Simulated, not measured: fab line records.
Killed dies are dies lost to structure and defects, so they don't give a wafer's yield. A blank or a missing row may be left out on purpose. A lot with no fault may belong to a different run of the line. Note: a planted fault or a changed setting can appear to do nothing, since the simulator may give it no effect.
Which tool is to blame?	flow sky130	Sampling: 15 lots, 45 wafers, 3 of 708 route steps

WHAT THE GAUGES READ, wafer by wafer
SKY_FIELD_ISO_THK_MEAS_25.
lot	measured	on	FIELD_ISO_CVD_24_THK (nm)
L569	day 2 15:26	film_metro-01	587 585 591
L571	day 3 00:31	film_metro-01	597 592 603
L573	day 3 06:28	film_metro-04	582 590 588
L574	day 3 14:53	film_metro-02	591 591 591
L575	day 3 22:20	film_metro-02	591 591 584
L576	day 4 01:17	film_metro-01	595 590 591
L577	day 4 07:52	film_metro-01	603 607 598
L578	day 4 10:56	film_metro-02	603 591 591
L579	day 4 17:43	film_metro-02	590 596 608
L580	day 4 20:43	film_metro-02	608 605 615
L581	day 5 04:07	film_metro-02	599 594 594
L586	day 6 03:59	film_metro-02	615 611 602
L587	day 6 08:25	film_metro-02	590 599 599
L589	day 6 21:56	film_metro-02	594 607 596
L590	day 7 00:38	film_metro-02	585 594 595

SKY_VT_ADJUST_NCORE_OVL_MEAS_08.
lot	measured	on	VT_ADJUST_NCORE_OVL (nm)
L569	day 9 01:40	overlay-01	0.7 -1.7 -0.3
L571	day 9 11:58	overlay-01	-0.9 -0.3 -0.4
L573	day 9 19:16	overlay-02	1.1 0.8 0.4
L574	day 10 09:55	overlay-02	-1.6 0.2 -0.6
L575	day 10 18:55	overlay-01	-0.7 0.5 -0.1
L576	day 10 19:31	overlay-01	0.8 -0.9 -0.3
L577	day 11 05:44	overlay-02	0.6 0.3 -0.4
L578	day 11 15:40	overlay-01	-1.5 -0.9 0.0
L579	day 11 18:44	overlay-01	0.3 0.2 -0.4
L580	day 12 01:52	overlay-01	1.6 0.7 -0.8
L581	day 12 07:29	overlay-02	-0.7 1.7 0.0
L586	day 13 17:43	overlay-02	-0.6 -2.7 -0.6
L587	day 14 01:20	overlay-01	-1.4 1.4 -0.5
L589	day 14 19:41	overlay-02	1.0 1.7 -0.1
L590	day 15 03:58	overlay-01	1.2 0.2 -0.8

SKY_SONOS_ONO_THK_MEAS_03.
lot	measured	on	SONOS_ONO_CVD_02_THK (nm)
L569	day 12 02:25	film_metro-01	10.65 10.61 10.63
L571	day 12 13:37	film_metro-02	10.47 10.38 10.38
L573	day 12 22:58	film_metro-01	10.67 10.64 10.80
L574	day 13 13:15	film_metro-02	10.52 10.47 10.53
L575	day 14 01:03	film_metro-01	10.67 10.38 10.50
L576	day 14 04:25	film_metro-02	10.43 10.47 10.34
L577	day 14 16:14	film_metro-02	10.54 10.50 10.60
L578	day 15 03:29	film_metro-01	10.54 10.63 10.53
L579	day 15 04:32	film_metro-01	10.35 10.66 10.58
L580	day 15 11:56	film_metro-01	10.52 10.67 10.54
L581	day 15 17:20	film_metro-02	10.70 10.68 10.60
L586	day 17 13:44	film_metro-02	10.52 10.62 10.46
L587	day 17 17:47	film_metro-02	10.51 10.56 10.54
L589	day 18 15:32	film_metro-01	10.54 10.69 10.71
L590	day 18 23:19	film_metro-01	10.30 10.36 10.28

WHICH TOOL RAN EACH LOT (tool, then ch and the chambers of the sampled wafers, then the start)
Record: no process step prior to these readings.

AS READ BY THE TOOLS THEMSELVES (means over the sampled wafers that have a number; for cases with no such wafer, the mark the record gives instead)
The record holds no such reading with a usual standard deviation.

THE ANSWER, worked out from the rows above alone
Rule: the lots themselves supply what counts as usual. Put in order of their means at a reading, lots are off if they are a third of the lots or fewer, leave a main group of 4 or more, and stand apart from it by a gap of 3 or more times the standard deviation of the main group's means; of several such gaps the widest counts. A main group is skipped when, at the precision printed for the reading in the tables above, its means are all equal. Also off: a lot with no number at a reading for which 4 or more lots have one. The other lots that the step has rows for count as sound. After the gauges, taken in route order, come the tools' own readings; for these a lot's mean is taken, as printed above. At the first step where some lot is off, the reading lying furthest off is the one used; lots without a number count as furthest.
No lot is off on any of the readings shown, so nothing can be concluded from this.

WHAT WAS PUT IN BY THE SIMULATOR
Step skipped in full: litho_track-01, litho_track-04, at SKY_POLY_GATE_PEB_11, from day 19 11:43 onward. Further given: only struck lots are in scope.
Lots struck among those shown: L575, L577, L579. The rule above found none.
